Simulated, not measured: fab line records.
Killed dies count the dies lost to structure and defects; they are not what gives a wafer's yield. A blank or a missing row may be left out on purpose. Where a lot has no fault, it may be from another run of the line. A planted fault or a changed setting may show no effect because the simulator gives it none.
Tool commonality check ; flow gf180mcu ; 13 lots, 39 wafers sampled

THE REASON FOR OPENING IT
GF_VT_IMPLANT_TW_MEAS_43, reading VT_IMPLANT_4_TW: flagged on 1 of 13 lots. Fault-free wafers read 694, with a standard deviation of 10.
Rule: flag the lot when none of its wafers has a number, or when each of its wafers that has one lies beyond 4 standard deviations from that mean. The rest of the lots are taken to be sound.

lot;measured;on;VT_IMPLANT_4_TW, wafer by wafer;flag
L549;day 7 12:11;film metro-02;678 671 672;
L551;day 8 05:59;film metro-04;700 699 705;
L553;day 8 13:31;film metro-03;701 698 697;
L554;day 9 00:41;film metro-02;677 679 680;
L555;day 9 05:34;film metro-03;697 697 698;
L556;day 9 08:02;film metro-02;676 679 675;
L557;day 9 16:26;film metro-03;698 694 695;
L559;day 10 07:22;film metro-03;696 696 698;
L563;day 11 12:01;film metro-03;30 30 30;FLAGGED
L565;day 11 19:43;film metro-04;699 695 701;
L570;day 13 08:03;film metro-03;701 700 700;
L571;day 13 13:58;film metro-03;703 700 700;
L572;day 13 21:16;film metro-03;702 706 701;
Average over the flagged lots: 30; offset from the usual -664, equal to -66 standard deviations.

TOOL THAT RAN EACH LOT
Before the reading, the record contains 2 process steps out of a 602-step route. In each cell: the tool, then ch and the chambers that the sampled wafers went through, then the start.
lot;flag;GF_VT_IMPLANT_STRIP_31;GF_VT_IMPLANT_STRIP_42
L549;;plasma asher-04 ch 0,1, day 6 20:20;plasma asher-04 ch 0,1, day 7 12:05
L551;;plasma asher-01 ch 0,1, day 7 13:34;plasma asher-04 ch 0,1, day 8 05:53
L553;;plasma asher-03 ch 0,1, day 7 21:36;plasma asher-04 ch 0,1, day 8 13:25
L554;;plasma asher-04 ch 0,1, day 8 09:17;plasma asher-04 ch 0,1, day 9 00:36
L555;;plasma asher-04 ch 0,1, day 8 13:14;plasma asher-03 ch 0,1, day 9 05:28
L556;;plasma asher-04 ch 0,1, day 8 16:23;plasma asher-01 ch 0,1, day 9 07:57
L557;;plasma asher-04 ch 0,1, day 8 23:50;plasma asher-03 ch 0,1, day 9 16:20
L559;;plasma asher-04 ch 0,1, day 9 13:40;plasma asher-01 ch 0,1, day 10 07:16
L563;FLAGGED;plasma asher-03 ch 0,1, day 10 17:23;plasma asher-01 ch 0,1, day 11 11:56
L565;;plasma asher-04 ch 0,1, day 11 01:31;plasma asher-04 ch 0,1, day 11 19:37
L570;;plasma asher-04 ch 0,1, day 12 12:27;plasma asher-03 ch 0,1, day 13 07:57
L571;;plasma asher-03 ch 0,1, day 12 18:08;plasma asher-04 ch 0,1, day 13 13:52
L572;;plasma asher-04 ch 0,1, day 13 00:11;plasma asher-01 ch 0,1, day 13 21:10
What is done by these steps:
- GF_VT_IMPLANT_STRIP_31: strips in O2/N2.
- GF_VT_IMPLANT_STRIP_42: strips in O2/N2.
- GF_VT_IMPLANT_TW_MEAS_43

FLAGGED OVER TOTAL, TOOL BY TOOL (the gauges that took the reading come last)
step;tool;lots run;flagged;share of the flagged lots;sound lots run after its first flagged lot
GF_VT_IMPLANT_STRIP_31;plasma asher-01;1;0;none;-
GF_VT_IMPLANT_STRIP_31;plasma asher-03;3;1;all;1 (L571)
GF_VT_IMPLANT_STRIP_31;plasma asher-04;9;0;none;-
GF_VT_IMPLANT_STRIP_42;plasma asher-01;4;1;all;1 (L572)
GF_VT_IMPLANT_STRIP_42;plasma asher-03;3;0;none;-
GF_VT_IMPLANT_STRIP_42;plasma asher-04;6;0;none;-
GF_VT_IMPLANT_TW_MEAS_43;film metro-02;3;0;none;-
GF_VT_IMPLANT_TW_MEAS_43;film metro-03;8;1;all;3 (L570,L571,L572)
GF_VT_IMPLANT_TW_MEAS_43;film metro-04;2;0;none;-

THE TABLE: WHAT IT ALLOWS
Every flagged lot was run by 3 rows of the table: plasma asher-03 at GF_VT_IMPLANT_STRIP_31, plasma asher-01 at GF_VT_IMPLANT_STRIP_42 and film metro-03 at GF_VT_IMPLANT_TW_MEAS_43.
- plasma asher-03 at GF_VT_IMPLANT_STRIP_31: 1 of its 3 lots flagged. Lots that were sound ran on it after the first flagged one (L571); a persistent fault on the entire tool would not allow that. Its own readings lie more than 4 standard deviations out on every wafer of the flagged lots: oes product au.
- plasma asher-01 at GF_VT_IMPLANT_STRIP_42: 1 of its 4 lots flagged. Lots that were sound ran on it after the first flagged one (L572); a persistent fault on the entire tool would not allow that. Its own readings lie more than 4 standard deviations out on every wafer of the flagged lots: strip time to endpoint s.
- film metro-03 at GF_VT_IMPLANT_TW_MEAS_43: 1 of its 8 lots flagged. Lots that were sound ran on it after the first flagged one (L570, L571, L572); a persistent fault on the entire tool would not allow that.
No row of the table ran every flagged lot and no sound lot after the first.

WHAT THE SIMULATOR HAD INSERTED
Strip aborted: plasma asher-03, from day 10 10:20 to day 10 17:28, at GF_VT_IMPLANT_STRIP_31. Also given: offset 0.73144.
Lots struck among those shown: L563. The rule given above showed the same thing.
